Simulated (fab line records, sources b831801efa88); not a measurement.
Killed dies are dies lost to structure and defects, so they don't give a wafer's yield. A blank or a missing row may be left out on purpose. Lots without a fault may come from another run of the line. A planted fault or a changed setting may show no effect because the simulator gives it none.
fab line records | flow sky130
record lots=6 wafers=18 last_day=49
route steps=708 shown FIELD_ISO@7 NWELL@32 DNWELL@35 PWDE@45 PAD_OPEN@708
lots that met no fault: from a run of the same line without faults
start_h: hours from the record's first day to the start of the lot's first wafer shown | wait_h: hours since the lot's step before | " the same as in the row above | L1.1+2: a row that stands for several wafers | - no value, or no start given | * or withheld: withheld | < > ~ a bound
route shown NAME@n: a module of which the file shows steps, and the number in the route of the first | usual: mean/standard deviation of fault-free wafers | same: alike in all rows | chamber/n: place in a boat | sites: the reading at each site | _std_site: their standard deviation | _edge_site: outer sites' mean less inner sites' | radius_mm: how far each site lies from the wafer's centre | mask NAME#n: copy n | behind: the tool/chamber that last shaped the wafer | hold: why the lot was held/for how many hours/how that ended | device: the transistor (n, p or np) that didn't switch | end of line: the same wafers' tests at the end of the route | a step without rows: its recipe alone | killed: dies lost to structure and defects at the first sort, not the wafer's yield | map: a wafer's dies, x killed, . not, _ none there
set.NAME: the setting as run; set.NAME@STEP: as run at that earlier step | model.NAME: the simulator's own value behind a step, which no gauge read
lots at some steps of the route; a table a step, a row a wafer
services: from which hour (start_h, from the record's first day; less than 0 if before it) a tool's chamber was out of use, for how many hours, and why
## steps
# step SKY_FIELD_ISO_HMDS_06
# recipe prime_time_s=60 prime_temp_c=120
# step SKY_FIELD_ISO_COAT_07
# recipe resist=BARC temp_c=withheld time_s=withheld spin_rpm=3000 resist_thk_nm=60
# step SKY_FIELD_ISO_COAT_08
# recipe resist=KrF-thick spin_rpm=3000 resist_thk_nm=450
# step SKY_FIELD_ISO_SOFTBAKE_09
# recipe temp_c=100 time_s=90 resist=KrF-thick
# step SKY_FIELD_ISO_EXPOSE_10
# recipe mask_id=FOM na=0.68 source_shape=annular sigma_inner=0.4 sigma_outer=0.8 target_cd_nm=150 dose_mj=28
# step SKY_FIELD_ISO_PEB_11
# recipe peb_temp_c=withheld peb_time_s=withheld resist=KrF-thick
# step SKY_FIELD_ISO_DEVELOP_12
# recipe develop_time_s=60 resist=KrF-thick dev_temp_c=21
# step SKY_FIELD_ISO_CD_MEAS_13
# recipe target_cd_nm=150
# usual cd_nm=150.1/1.6
# columns lot.wafer tool chamber start_h wait_h cd_nm
L202.1 cd_sem-01 - 34.06 - 148.6
L202.2 " - " " 147.8
L202.6 " - " " 147.2
L206.1 cd_sem-02 - 73.36 - 147.7
L206.3 " - " " 149.3
L206.4 " - " " 148.5
L209.1 cd_sem-01 - 74.36 - 148.3
L209.3 " - " " 146.4
L209.4 " - " " 146.4
L212.1 cd_sem-01 - 87.05 - 148.0
L212.2 " - " " 149.1
L212.3 " - " " 148.4
L215.2 cd_sem-01 - 102.07 - 148.2
L215.3 " - " " 148.6
L215.6 " - " " 149.7
L217.2 cd_sem-02 - 114.04 - 151.7
L217.3 " - " " 150.9
L217.4 " - " " 150.9
# step SKY_FIELD_ISO_ETCH_14
# recipe chemistry=N2/H2 target=BARC ion_energy_ev=200 source_w=500 bias_w=100 pressure_mtorr=30 n2_flow_sccm=100 h2_flow_sccm=200 stop_on=SiO2 time_s=45.9 target_depth_a=600
# usual drypump_motor_current_A=5.4/0.45 oes_product_au=0.855/0.0054 throttle_valve_pct=13.225/0.0092
# columns lot.wafer tool chamber start_h wait_h drypump_motor_current_A oes_product_au rf_hours_counter_h throttle_valve_pct
L202.1 rie_diel-03 2 34.18 0.1 5.4 0.854 157 13.222
L202.2 " 0 " " 6.1 0.861 57 13.219
L202.6 " 3 " " 5.8 0.853 - 13.209
L206.1 rie_diel-03 2 73.48 0.1 5.4 0.851 158 13.230
L206.3 " 0 " " 6.1 0.849 57 13.206
L206.4 " 3 " " 5.8 0.843 28 13.210
L209.1 rie_diel-03 1 74.48 0.1 4.6 0.855 139 13.226
L209.3 " 0 " " 6.1 0.852 57 13.220
L209.4 " 3 " " 5.8 0.853 28 13.239
L212.1 rie_diel-03 1 87.17 0.1 4.6 0.850 140 13.225
L212.2 " 0 " " 6.1 0.862 58 13.243
L212.3 " 3 " " 5.8 0.857 28 13.224
L215.2 rie_diel-01 0 102.17 0.1 5.4 0.851 21 13.216
L215.3 " 1 " " 5.5 0.867 74 13.227
L215.6 " 0 " " 5.3 0.858 - 13.216
L217.2 rie_diel-04 3 114.14 0.1 5.9 0.847 137 13.213
L217.3 " 1 " " 5.5 0.856 128 13.232
L217.4 " 0 " " 4.8 0.856 37 13.221
# step SKY_FIELD_ISO_ETCH_15
# recipe chemistry=CHF3/O2 target_depth_nm=180 stop_on=Si source_w=600 bias_w=200 pressure_mtorr=40 chf3_flow_sccm=50 O2_flow_sccm=5 time_s=72
# usual chf3_flow_sccm=49.99/0.15 drypump_motor_current_A=5.4/0.45 oes_product_au=0.950/0.006 throttle_valve_pct=8.845/0.0096
# columns lot.wafer tool chamber start_h wait_h chf3_flow_sccm drypump_motor_current_A oes_product_au rf_hours_counter_h throttle_valve_pct
L202.1 rie_diel-03 2 34.23 0.0 49.94 5.4 0.957 157 8.850
L202.2 " 0 " " 50.09 6.1 0.949 57 8.829
L202.6 " 3 " " 49.82 5.8 0.955 - 8.839
L206.1 rie_diel-03 2 73.53 0.0 50.17 5.4 0.956 158 8.843
L206.3 " 0 " " 49.85 6.1 0.954 57 8.853
L206.4 " 3 " " 49.93 5.8 0.957 28 8.849
L209.1 rie_diel-03 1 74.53 0.0 49.84 4.6 0.949 139 8.843
L209.3 " 0 " " 49.90 6.1 0.948 58 8.847
L209.4 " 3 " " 49.95 5.8 0.952 28 8.843
L212.1 rie_diel-03 1 87.21 0.0 50.08 4.6 0.945 140 8.848
L212.2 " 0 " " 49.98 6.1 0.954 58 8.845
L212.3 " 3 " " 49.90 5.7 0.939 28 8.848
L215.2 rie_diel-01 0 102.21 0.0 50.12 5.3 0.951 21 8.847
L215.3 " 1 " " 49.85 5.5 0.951 74 8.830
L215.6 " 0 " " 50.15 5.3 0.953 - 8.831
L217.2 rie_diel-04 3 114.19 0.0 50.08 5.9 0.953 138 8.840
L217.3 " 1 " " 50.14 5.4 0.955 128 8.853
L217.4 " 0 " " 50.02 4.8 0.949 37 8.860
# step SKY_FIELD_ISO_STRIP_16
# recipe chemistry=O2/N2 power_w=1400 pressure_mtorr=1500 platen_temp_c=withheld o2_flow_sccm=3000 n2_flow_sccm=300 overash_fraction=0.5
# usual drypump_motor_current_A=5.6/0.36 oes_product_au=0.378/0.0044 strip_time_to_endpoint_s=3.549/0.023
# columns lot.wafer tool chamber start_h wait_h drypump_motor_current_A oes_product_au rf_hours_counter_h strip_time_to_endpoint_s
L202.1 plasma_asher-01 1 34.28 0.0 5.8 0.377 23 3.587
L202.2 " 0 " " 5.5 0.383 23 3.550
L202.6 " 1 " " 5.8 0.376 - 3.558
L206.1 plasma_asher-01 0 73.58 0.0 5.5 0.380 27 3.554
L206.3 " 0 " " 5.5 0.380 - 3.551
L206.4 " 1 " " 5.9 0.380 - 3.556
L209.1 plasma_asher-04 1 74.58 0.0 5.8 0.386 33 3.513
L209.3 " 0 " " 5.8 0.376 - 3.520
L209.4 " 1 " " 5.8 0.372 - 3.497
L212.1 plasma_asher-02 0 87.27 0.0 6.0 0.373 44 3.537
L212.2 " 1 " " 5.0 0.383 44 3.547
L212.3 " 0 " " 6.0 0.378 - 3.580
L215.2 plasma_asher-01 0 102.27 0.0 5.5 0.380 30 3.558
L215.3 " 1 " " 5.9 0.375 - 3.537
L215.6 " 1 " " 5.9 0.374 - 3.558
L217.2 plasma_asher-02 0 114.24 0.0 6.0 0.380 47 3.542
L217.3 " 0 " " 6.0 0.382 - 3.524
L217.4 " 1 " " 5.0 0.379 - 3.514
# step SKY_FIELD_ISO_ETCH_17
# recipe target_depth_a=3420 mask_material=Si3N4 chemistry=HBr/Cl2/O2 target=Si taper_deg=5 icp_w=600 bias_w=150 pressure_mtorr=15 HBr_flow_sccm=150 Cl2_flow_sccm=40 O2_flow_sccm=6 time_s=97.7
# step SKY_FIELD_ISO_WET_ETCH_18
# recipe chemistry=H3PO4 target_depth_nm=25 temp_c=160 target=Si3N4 time_s=286
# columns lot.wafer tool chamber start_h wait_h
L202.1+2+6 wet_bench-03 2 34.45 0.0
L206.1+3+4 wet_bench-03 1 73.75 0.0
L209.1+3+4 wet_bench-03 2 74.75 0.0
L212.1+2+3 wet_bench-02 1 87.44 0.0
L215.2+3+6 wet_bench-02 0 102.44 0.0
L217.2+3+4 wet_bench-04 2 114.41 0.0
# step SKY_FIELD_ISO_CLEAN_19
# recipe chemistry=SC1/SC2 mix=1:4:20 temp_c=70 time_s=152.6
# step SKY_FIELD_ISO_CLEAN_20
# recipe chemistry=dHF time_s=20 dilution=100:1
# step SKY_FIELD_ISO_WET_ETCH_21
# recipe chemistry=dHF dilution=100:1 target_depth_nm=20 dry=ipa_marangoni target=SiO2 temp_c=25 time_s=400
# step SKY_FIELD_ISO_OXIDATION_22
# recipe temp_c=950 ambient=O2 stabilise_s=600 purge_s=300 target_thk_a=100 ox_time_s=623
# step SKY_FIELD_ISO_THK_MEAS_23
# recipe reads=SiO2_of_FIELD_ISO_OXIDATION_22
# usual FIELD_ISO_OXIDATION_01_THK=10.03/0.23
# columns lot.wafer tool chamber start_h wait_h FIELD_ISO_OXIDATION_01_THK[nm]
L202.1 film_metro-01 - 36.41 0.0 9.84
L202.2 " - " " 9.74
L202.6 " - " " 9.48
L206.1 film_metro-01 - 75.81 0.0 10.23
L206.3 " - " " 10.30
L206.4 " - " " 10.36
L209.1 film_metro-01 - 76.98 0.0 10.06
L209.3 " - " " 10.17
L209.4 " - " " 10.01
L212.1 film_metro-01 - 92.61 0.0 10.10
L212.2 " - " " 10.16
L212.3 " - " " 10.19
L215.2 film_metro-03 - 106.02 0.0 9.94
L215.3 " - " " 10.03
L215.6 " - " " 9.80
L217.2 film_metro-04 - 123.98 0.0 10.36
L217.3 " - " " 10.34
L217.4 " - " " 10.20
# step SKY_FIELD_ISO_CVD_24
# recipe material=SiO2 target_thk_nm=595 temp_c=650 sigma_open_frac=0.3 time_s=99.2 sih4_flow_sccm=60 pressure_mtorr=6
# step SKY_FIELD_ISO_THK_MEAS_25
# recipe reads=SiO2_of_FIELD_ISO_CVD_24
# usual FIELD_ISO_CVD_24_THK=598/4.9
# columns lot.wafer tool chamber start_h wait_h FIELD_ISO_CVD_24_THK[nm]
L202.1 film_metro-03 - 36.54 0.0 609
L202.2 " - " " 607
L202.6 " - " " 603
L206.1 film_metro-04 - 75.94 0.0 601
L206.3 " - " " 591
L206.4 " - " " 606
L209.1 film_metro-04 - 77.26 0.0 597
L209.3 " - " " 590
L209.4 " - " " 594
L212.1 film_metro-04 - 92.74 0.0 604
L212.2 " - " " 602
L212.3 " - " " 607
L215.2 film_metro-03 - 106.15 0.0 590
L215.3 " - " " 593
L215.6 " - " " 592
L217.2 film_metro-04 - 124.11 0.0 592
L217.3 " - " " 599
L217.4 " - " " 594
# step SKY_FIELD_ISO_ANNEAL_26
# recipe temp_c=1000 time_s=1800 ambient=N2
# step SKY_FIELD_ISO_CMP_27
# recipe stop_on=Si3N4 t_overpolish_s=16 down_force_psi=4 platen_rpm=60 target_thk_nm=457.8 pad_velocity_m_s=0.94248
# usual edge_zone_pressure_frac=1.000/0.005 motor_current_A=11.7/0.85 overpolish_run_s=15.999/0.0092 time_to_endpoint_s=113/4.5
# columns lot.wafer tool chamber start_h wait_h edge_zone_pressure_frac motor_current_A overpolish_run_s time_to_endpoint_s
L202.1 cmp-01 1 42.46 0.3 1.008 11.4 15.993 118
L202.2 " 3 " " 0.990 11.3 16.007 113
L202.6 " 0 " " 1.003 12.7 15.997 112
L206.3 cmp-01 1 78.48 0.0 1.001 10.3 16.000 113
L206.4 " 2 " " 1.003 13.1 16.002 109
L206.1 " 3 " " 0.996 11.6 15.996 117
L209.4 cmp-01 2 80.11 0.1 1.006 13.5 16.008 102
L209.1 " 3 " " 1.001 11.4 16.010 104
L209.3 " 0 " " 0.997 12.1 15.994 102
L212.3 cmp-01 1 96.48 0.0 1.002 10.7 15.994 111
L212.1 " 2 " " 0.999 14.0 16.003 110
L212.2 " 3 " " 0.995 11.7 16.002 111
L215.2 cmp-02 1 110.27 0.0 0.992 10.7 16.010 111
L215.3 " 2 " " 0.992 11.6 15.998 120
L215.6 " 2 " " 1.003 12.1 15.999 118
L217.4 cmp-02 3 131.31 0.1 1.000 11.1 15.981 115
L217.2 " 0 " " 1.003 10.9 15.993 117
L217.3 " 1 " " 0.998 10.6 16.009 111
# step SKY_FIELD_ISO_WET_ETCH_28
# recipe chemistry=dHF target_depth_nm=23.7 target=SiO2 dilution=10:1 temp_c=25 time_s=47
# step SKY_FIELD_ISO_WET_ETCH_29
# recipe chemistry=H3PO4 target_depth_nm=160 target=Si3N4 temp_c=160 time_s=1825
# step SKY_FIELD_ISO_WET_ETCH_30
# recipe chemistry=dHF target_depth_nm=25 target=SiO2 dilution=10:1 temp_c=25 time_s=50
# step SKY_NWELL_CLEAN_00
# recipe chemistry=SC1/SC2 mix=1:4:20 temp_c=70 time_s=150 dry=n2_spin
# step SKY_NWELL_OXIDATION_01
# recipe temp_c=900 ambient=O2 stabilise_s=600 purge_s=300 target_thk_a=100 ox_time_s=1418
# step SKY_NWELL_THK_MEAS_02
# recipe reads=SiO2_of_NWELL_OXIDATION_01
# usual NWELL_OXIDATION_THK=10.01/0.2
# columns lot.wafer tool chamber start_h wait_h NWELL_OXIDATION_THK[nm]
L202.1 film_metro-02 - 44.77 0.0 9.70
L202.2 " - " " 9.74
L202.6 " - " " 9.80
L206.1 film_metro-02 - 81.37 0.0 10.15
L206.3 " - " " 10.00
L206.4 " - " " 9.87
L209.1 film_metro-02 - 84.28 0.0 10.21
L209.3 " - " " 10.39
L209.4 " - " " 10.32
L212.1 film_metro-03 - 99.70 0.0 10.06
L212.2 " - " " 9.94
L212.3 " - " " 10.05
L215.2 film_metro-02 - 118.65 0.0 10.22
L215.3 " - " " 10.15
L215.6 " - " " 10.03
L217.2 film_metro-03 - 138.29 0.0 10.01
L217.3 " - " " 10.30
L217.4 " - " " 10.10
# step SKY_DNWELL_DEHYDRATE_00
# recipe temp_c=200 time_s=60
# step SKY_DNWELL_HMDS_01
# recipe prime_time_s=60 prime_temp_c=120
# step SKY_DNWELL_COAT_02
# recipe spin_rpm=2000 resist_thk_nm=3000
# step SKY_DNWELL_SOFTBAKE_03
# recipe temp_c=110 time_s=withheld
# step SKY_DNWELL_EXPOSE_04
# recipe mask_id=DNM na=0.57 target_cd_nm=3000 dose_mj=222
# step SKY_DNWELL_PEB_05
# recipe temp_c=115 time_s=withheld
# step SKY_DNWELL_DEVELOP_06
# recipe wall_angle_deg=90 developer=TMAH develop_time_s=60 dev_temp_c=23
# step SKY_DNWELL_IMPLANT_07
# recipe species=P energy_kev=withheld dose_cm2=withheld tilt_deg=withheld
# step SKY_DNWELL_STRIP_08
# recipe chemistry=O2/N2 power_w=1400 pressure_mtorr=1500 platen_temp_c=withheld o2_flow_sccm=3000 n2_flow_sccm=300 overash_fraction=0.5
# usual drypump_motor_current_A=5.6/0.35 oes_product_au=0.723/0.0043 strip_time_to_endpoint_s=36.94/0.092
# columns lot.wafer tool chamber start_h wait_h drypump_motor_current_A oes_product_au rf_hours_counter_h strip_time_to_endpoint_s
L202.1 plasma_asher-02 1 58.17 0.1 5.0 0.725 41 36.95
L202.2 " 0 " " 6.0 0.725 41 36.84
L202.6 " 0 " " 6.0 0.725 - 36.95
L206.1 plasma_asher-04 0 97.51 0.1 5.8 0.724 36 37.00
L206.3 " 1 " " 5.8 0.718 - 36.98
L206.4 " 0 " " 5.8 0.726 - 37.04
L209.1 plasma_asher-02 0 100.71 0.1 6.0 0.730 45 37.00
L209.3 " 1 " " 5.0 0.721 - 37.10
L209.4 " 0 " " 6.0 0.726 - 36.89
L212.1 plasma_asher-04 1 116.77 0.1 5.8 0.722 38 36.95
L212.2 " 0 " " 5.9 0.722 38 36.88
L212.3 " 0 " " 5.9 0.720 - 36.85
L215.2 plasma_asher-03 1 135.77 0.1 5.5 0.725 2 36.91
L215.3 " 1 " " 5.5 0.723 - 36.94
L215.6 " 0 " " 5.4 0.723 - 36.83
L217.2 plasma_asher-04 0 156.61 0.1 5.8 0.720 42 37.01
L217.3 " 1 " " 5.8 0.721 - 37.13
L217.4 " 0 " " 5.8 0.714 - 37.28
# step SKY_DNWELL_TW_MEAS_09
# usual DNWELL_TW=1116/6.2
# columns lot.wafer tool chamber start_h wait_h DNWELL_TW
L202.1 film_metro-02 - 58.27 0.1 1115
L202.2 " - " " 1113
L202.6 " - " " 1104
L206.1 film_metro-01 - 97.61 0.1 1115
L206.3 " - " " 1124
L206.4 " - " " 1112
L209.1 film_metro-01 - 100.81 0.1 1124
L209.3 " - " " 1121
L209.4 " - " " 1121
L212.1 film_metro-01 - 116.87 0.1 1108
L212.2 " - " " 1122
L212.3 " - " " 1114
L215.2 film_metro-02 - 135.88 0.1 1119
L215.3 " - " " 1118
L215.6 " - " " 1126
L217.2 film_metro-01 - 156.72 0.1 1112
L217.3 " - " " 1111
L217.4 " - " " 1121
# step SKY_PWDE_DEHYDRATE_00
# recipe temp_c=200 time_s=60
# step SKY_PWDE_HMDS_01
# recipe prime_time_s=60 prime_temp_c=120
# step SKY_PWDE_COAT_02
# recipe spin_rpm=2000 resist_thk_nm=3000
# step SKY_PWDE_SOFTBAKE_03
# recipe temp_c=110 time_s=withheld
# step SKY_PAD_OPEN_PROBE_99
# usual killed_at_M0_to_M3=44/7.2 killed_at_M4_up=3.0/1.8 killed_at_contacts=24/5.4 killed_at_front_end=14/4.4 killed_at_other=0.4/0.64 killed_dies=86/9.4 killed_on_rim=17/3.8 killed_open=47/7.7 killed_short=39/5.8
# same gross_dies=492 killed_at_back_side=0
# columns lot.wafer tool chamber start_h wait_h killed_at_M0_to_M3 killed_at_M4_up killed_at_contacts killed_at_front_end killed_at_other killed_dies killed_on_rim killed_open killed_short
L202.1 prober-01 - 1069.88 0.1 35 1 37 12 1 86 12 50 36
L202.2 prober-01 - 1069.93 0.1 42 2 23 15 2 84 19 42 42
L202.6 prober-01 - 1070.13 0.2 39 3 25 23 1 91 9 49 42
L206.1 prober-01 - 1125.77 0.1 38 4 30 78 1 151 26 46 40
L206.3 prober-01 - 1125.87 0.2 40 4 16 85 1 146 31 44 39
L206.4 prober-01 - 1125.92 0.2 34 0 22 83 2 141 29 41 36
L209.1 prober-02 - 1130.20 0.1 46 1 26 62 0 135 30 53 40
L209.3 prober-02 - 1130.30 0.2 41 3 37 59 0 140 34 52 45
L209.4 prober-02 - 1130.35 0.2 37 0 25 65 1 128 28 38 42
L212.1 prober-02 - 1149.13 0.1 43 4 16 17 0 80 19 38 42
L212.2 prober-02 - 1149.18 0.1 51 1 23 17 0 92 17 47 44
L212.3 prober-02 - 1149.23 0.2 53 0 19 21 1 94 11 53 40
L217.2 prober-02 - 1187.42 0.1 61 7 22 9 0 99 20 54 45
L217.3 prober-02 - 1187.47 0.2 47 6 27 9 0 89 12 49 40
L217.4 prober-02 - 1187.52 0.2 45 7 33 14 0 99 20 55 44
# killed by level:class
L202.1 LI_CONTACT:geometric_particle:open=12 CONTACT:geometric_particle:open=11 VIA1:geometric_particle:open=9 LI_CONTACT:geometric_particle:short=5 VIA2:geometric_particle:open=5 VIA3:geometric_particle:short=5 FIELD_ISO:geometric_particle:short=4 CONTACT:geometric_particle:short=4
L202.2 LI_CONTACT:geometric_particle:open=10 VIA1:geometric_particle:open=8 METAL2:geometric_particle:short=8 VIA3:geometric_particle:open=8 CONTACT:geometric_particle:open=5 VIA1:geometric_particle:short=4 LOCAL_INTERCONNECT:geometric_particle:short=4 CONTACT:geometric_particle:short=4
L202.6 CONTACT:geometric_particle:open=10 VIA3:geometric_particle:open=9 VIA1:geometric_particle:open=7 METAL2:geometric_particle:short=7 FIELD_ISO:geometric_particle:open=6 LI_CONTACT:geometric_particle:open=6 CONTACT:geometric_particle:short=6 METAL1:geometric_particle:short=5
L206.1 FIELD_ISO:unspecified=63 VIA1:geometric_particle:open=10 CONTACT:geometric_particle:open=9 VIA2:geometric_particle:open=7 LI_CONTACT:geometric_particle:open=6 CONTACT:geometric_particle:short=6 METAL2:geometric_particle:short=6 LI_CONTACT:geometric_particle:short=4
L206.3 FIELD_ISO:unspecified=62 VIA1:geometric_particle:open=9 POLY_GATE:geometric_particle:short=8 VIA2:geometric_particle:open=7 LI_CONTACT:geometric_particle:open=6 CONTACT:geometric_particle:open=6 METAL1:geometric_particle:short=6 POLY_GATE:geometric_particle:open=5
L206.4 FIELD_ISO:unspecified=62 FIELD_ISO:geometric_particle:open=7 LOCAL_INTERCONNECT:geometric_particle:short=7 CONTACT:geometric_particle:open=7 VIA1:geometric_particle:open=7 VIA1:geometric_particle:short=6 VIA2:geometric_particle:open=6 FIELD_ISO:geometric_particle:short=4
L209.1 FIELD_ISO:unspecified=42 CONTACT:geometric_particle:open=13 VIA1:geometric_particle:open=9 FIELD_ISO:geometric_particle:short=8 VIA3:geometric_particle:open=8 FIELD_ISO:geometric_particle:open=7 METAL3:geometric_particle:short=7 LI_CONTACT:geometric_particle:open=6
L209.3 FIELD_ISO:unspecified=43 LI_CONTACT:geometric_particle:open=13 CONTACT:geometric_particle:open=10 CONTACT:geometric_particle:short=7 VIA1:geometric_particle:open=7 VIA3:geometric_particle:open=6 VIA1:geometric_particle:short=5 VIA2:geometric_particle:open=5
L209.4 FIELD_ISO:unspecified=48 CONTACT:geometric_particle:open=12 FIELD_ISO:geometric_particle:open=7 LOCAL_INTERCONNECT:geometric_particle:short=7 VIA1:geometric_particle:open=7 FIELD_ISO:geometric_particle:short=6 METAL1:geometric_particle:short=6 METAL3:geometric_particle:short=6
L212.1 VIA1:geometric_particle:open=14 POLY_GATE:geometric_particle:short=10 VIA1:geometric_particle:short=10 VIA2:geometric_particle:open=7 LI_CONTACT:geometric_particle:open=5 CONTACT:geometric_particle:open=5 METAL2:geometric_particle:short=5 METAL4:geometric_particle:short=4
L212.2 VIA1:geometric_particle:open=18 METAL2:geometric_particle:short=9 VIA2:geometric_particle:open=8 VIA1:geometric_particle:short=7 FIELD_ISO:geometric_particle:open=5 LI_CONTACT:geometric_particle:short=5 CONTACT:geometric_particle:open=5 FIELD_ISO:geometric_particle:short=4
L212.3 VIA1:geometric_particle:open=14 CONTACT:geometric_particle:open=8 VIA2:geometric_particle:open=8 VIA1:geometric_particle:short=7 FIELD_ISO:geometric_particle:short=5 POLY_GATE:geometric_particle:short=5 LI_CONTACT:geometric_particle:open=5 POLY_GATE:geometric_particle:open=4
L217.2 VIA1:geometric_particle:open=12 LI_CONTACT:geometric_particle:open=10 CONTACT:geometric_particle:open=9 METAL1:geometric_particle:short=8 METAL4:geometric_particle:short=7 VIA2:geometric_particle:open=7 VIA2:geometric_particle:short=7 METAL2:geometric_particle:short=6
L217.3 VIA1:geometric_particle:open=13 LI_CONTACT:geometric_particle:open=10 CONTACT:geometric_particle:open=10 VIA1:geometric_particle:short=8 VIA2:geometric_particle:open=5 METAL1:geometric_particle:short=4 LI_CONTACT:geometric_particle:short=4 VIA3:geometric_particle:open=4
L217.4 CONTACT:geometric_particle:open=12 LI_CONTACT:geometric_particle:open=10 VIA1:geometric_particle:open=10 VIA2:geometric_particle:open=7 VIA2:geometric_particle:short=6 FIELD_ISO:geometric_particle:short=5 CONTACT:geometric_particle:short=5 METAL2:geometric_particle:short=5
# map L206.1 (x killed, . not)
__________x..x..x..x_________
________..x.x....x...._______
______....x............x_____
_____x..x.xx............x____
____xxxx.......x..x..x....___
___.xxxxxxxxx...........xx.__
__xxxxxxxxx..........x......_
_xxxxxxxxxxx...x........x....
_xxxxxxxxxxx.......x..x.x..xx
_xxxxxxxxx....x..............
_..xxxxxxx.......xxx....xx..x
_...xxxx...x...x........x....
_...xxx............x...x.....
_......x..x...x.x...x.....x..
_xxx...x....xx...xx.x.xxx....
__.....xx...x.x...xx........_
___..x.....xx...xx...x.x..x__
____.........x............___
_____.xx.x..........x....____
______...x.....x.x..x..._____
________...x..x......._______
__________...x.x...._________
# map L209.3 (x killed, . not)
__________x.....xx.x_________
________.xx..x.x......_______
______xx.....x.......x.x_____
_____xxx.x.x..x......x...____
____xxxx.xx...x...........___
___xxxxxxxxx.......x......x__
__xxxxxxxx..x.xx......xx..xx_
_xxxxxxx.x.......x..x..x.....
_xxxxxxxx..x....x............
_xxxx......x.x.....x..xx.....
_..x...x..xx......x..x.x.....
_....x...x....x........x.....
_...x.x.......x............x.
_......xx..x...........x....x
_x..xx..x....x....x.xxx..x.x.
__......xx........x...x....._
___......................x.__
____x.x...x...x...xxx.....___
_____.........x.xx.xxxx..____
______................x._____
________...x.x.x......_______
__________...x.x.x.._________
## services
# columns tool chamber start_h hours kind
cmp-01 - 18.48 13.0 pm
plasma_asher-02 - 32.64 3.4 repair
cmp-02 - 40.82 3.4 repair
plasma_asher-04 - 60.61 10.0 pm
cmp-01 - 64.00 4.0 pm
cmp-01 - 68.00 - consumable_replace:conditioner
cmp-01 - 68.00 - consumable_replace:pad
rie_diel-03 - 74.80 2.8 pm
wet_bench-02 - 78.35 4.4 repair
cmp-02 - 90.64 2.4 repair
cmp-02 - 98.76 0.4 repair
wet_bench-04 - 99.12 3.8 repair
cmp-02 - 104.67 1.3 repair
rie_diel-01 0 107.24 22.5 repair
plasma_asher-03 - 108.75 9.0 pm
rie_diel-04 2 115.17 - clean
rie_diel-04 2 115.17 21.7 scheduled_down
cmp-01 - 123.58 3.9 pm
rie_diel-03 2 126.54 - clean
rie_diel-03 2 126.54 20.2 scheduled_down
rie_diel-03 2 126.54 20.2 vent_cycle
rie_diel-01 3 137.68 6.5 repair
plasma_asher-01 - 145.14 5.5 repair
cmp-02 - 154.79 1.2 repair
## key
first_sign step=SKY_PAD_OPEN_PROBE_99 reading=killed_at_front_end direction=up sigmas=13 usual=14 struck=72
effect step=SKY_PAD_OPEN_PROBE_99 reading=killed_dies direction=up sigmas=5.7 usual=86 struck=140
met_at SKY_FIELD_ISO_WET_ETCH_18
struck_wafers L206.1,L206.3,L206.4,L209.1,L209.3,L209.4
tester_left_out L206,L209
onset_between 34.45 73.75
fault kind=chamber_particle_source tool=wet_bench-03 chamber=- onset_h=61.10 steps=SKY_FIELD_ISO_WET_ETCH_18 rate_per_visit_cm2=1.7611 end_h=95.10
# tester_left_out: of these lots the tester's yield and bins aren't shown, on N5 and GAA mostly nor the transistor test; their killed dies are dies lost to structure and defects alone, not to doping, threshold or leakage, so they don't give the yield
